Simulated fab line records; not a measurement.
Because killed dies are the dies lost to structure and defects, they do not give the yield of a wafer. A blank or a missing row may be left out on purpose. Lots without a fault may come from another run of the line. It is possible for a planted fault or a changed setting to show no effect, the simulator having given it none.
Chamber matching / flow sky130 / SKY_SPACER_ETCHBACK_02 on rie_diel-03: 4 sister chambers
The step etches Si3N4 in CH3F/O2, stops on SiO2, time 46.7 s, target depth 45 nm. 14 wafers are shown with their chamber, then 7 later ones without.

== EACH WAFER AND ITS CHAMBER ==
wafer=L281.1; chamber=3; drypump_motor_current_A (A)=5.1; throttle_valve_pct (%)=10.571; oes_product_au (a.u.)=0.860
wafer=L281.2; chamber=1; drypump_motor_current_A (A)=5.2; throttle_valve_pct (%)=10.565; oes_product_au (a.u.)=0.873
wafer=L281.3; chamber=0; drypump_motor_current_A (A)=5.5; throttle_valve_pct (%)=10.563; oes_product_au (a.u.)=0.862
wafer=L282.2; chamber=0; drypump_motor_current_A (A)=5.4; throttle_valve_pct (%)=10.555; oes_product_au (a.u.)=0.854
wafer=L282.3; chamber=3; drypump_motor_current_A (A)=5.1; throttle_valve_pct (%)=10.575; oes_product_au (a.u.)=0.853
wafer=L282.6; chamber=0; drypump_motor_current_A (A)=5.4; throttle_valve_pct (%)=10.548; oes_product_au (a.u.)=0.854
wafer=L287.3; chamber=3; drypump_motor_current_A (A)=5.1; throttle_valve_pct (%)=10.552; oes_product_au (a.u.)=0.853
wafer=L287.5; chamber=2; drypump_motor_current_A (A)=5.6; throttle_valve_pct (%)=10.572; oes_product_au (a.u.)=0.855
wafer=L287.6; chamber=0; drypump_motor_current_A (A)=5.5; throttle_valve_pct (%)=10.558; oes_product_au (a.u.)=0.858
wafer=L289.2; chamber=3; drypump_motor_current_A (A)=5.1; throttle_valve_pct (%)=10.558; oes_product_au (a.u.)=0.866
wafer=L289.4; chamber=0; drypump_motor_current_A (A)=5.5; throttle_valve_pct (%)=10.561; oes_product_au (a.u.)=0.867
wafer=L289.5; chamber=1; drypump_motor_current_A (A)=5.2; throttle_valve_pct (%)=10.568; oes_product_au (a.u.)=0.846
wafer=L295.1; chamber=2; drypump_motor_current_A (A)=5.6; throttle_valve_pct (%)=10.566; oes_product_au (a.u.)=0.854
wafer=L295.3; chamber=1; drypump_motor_current_A (A)=5.2; throttle_valve_pct (%)=10.573; oes_product_au (a.u.)=0.861

SIGNATURES (means of the wafers above)
reading=drypump_motor_current_A; chamber 0=5.460; chamber 1=5.200; chamber 2=5.600; chamber 3=5.100; scatter within a chamber=0.0346
reading=throttle_valve_pct; chamber 0=10.55700; chamber 1=10.56867; chamber 2=10.56900; chamber 3=10.56400; scatter within a chamber=0.00734
reading=oes_product_au; chamber 0=0.85900; chamber 1=0.86000; chamber 2=0.85450; chamber 3=0.85800; scatter within a chamber=0.0078
Rule: for a wafer and a chamber, the distance is found by dividing, reading by reading, the gap between the wafer's reading and the chamber's mean by the reading's scatter, squaring, summing and taking the root. If the next closest chamber is less than 2 further off than the closest, the wafer can't be placed; otherwise it belongs to the closest. The scatter is the square root of a quotient: the sum, over the shown wafers, of each reading's squared deviation from its chamber's mean, divided by wafers minus chambers.

== WAFERS MISSING THEIR CHAMBER ==
wafer=L295.6; drypump_motor_current_A (A)=5.5; throttle_valve_pct (%)=10.552; oes_product_au (a.u.)=0.868
wafer=L300.1; drypump_motor_current_A (A)=5.2; throttle_valve_pct (%)=10.566; oes_product_au (a.u.)=0.857
wafer=L300.2; drypump_motor_current_A (A)=5.1; throttle_valve_pct (%)=10.566; oes_product_au (a.u.)=0.857
wafer=L300.3; drypump_motor_current_A (A)=5.7; throttle_valve_pct (%)=10.554; oes_product_au (a.u.)=0.857
wafer=L303.1; drypump_motor_current_A (A)=5.2; throttle_valve_pct (%)=10.561; oes_product_au (a.u.)=0.859
wafer=L303.3; drypump_motor_current_A (A)=5.6; throttle_valve_pct (%)=10.560; oes_product_au (a.u.)=0.852
wafer=L303.4; drypump_motor_current_A (A)=5.1; throttle_valve_pct (%)=10.576; oes_product_au (a.u.)=0.858

== WHICH CHAMBER EACH WENT THROUGH ==
wafer=L295.6; from the rows above=0; in truth=0
wafer=L300.1; from the rows above=1; in truth=1
wafer=L300.2; from the rows above=3; in truth=3
wafer=L300.3; from the rows above=2; in truth=2
wafer=L303.1; from the rows above=can't be placed: 1 or 3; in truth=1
wafer=L303.3; from the rows above=2; in truth=2
wafer=L303.4; from the rows above=can't be placed: 3 or 1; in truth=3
Correct placement for 5 of the 7. Can't be placed from these rows: 2 (the true chamber is among the candidates in 2). Number placed wrongly: 0.
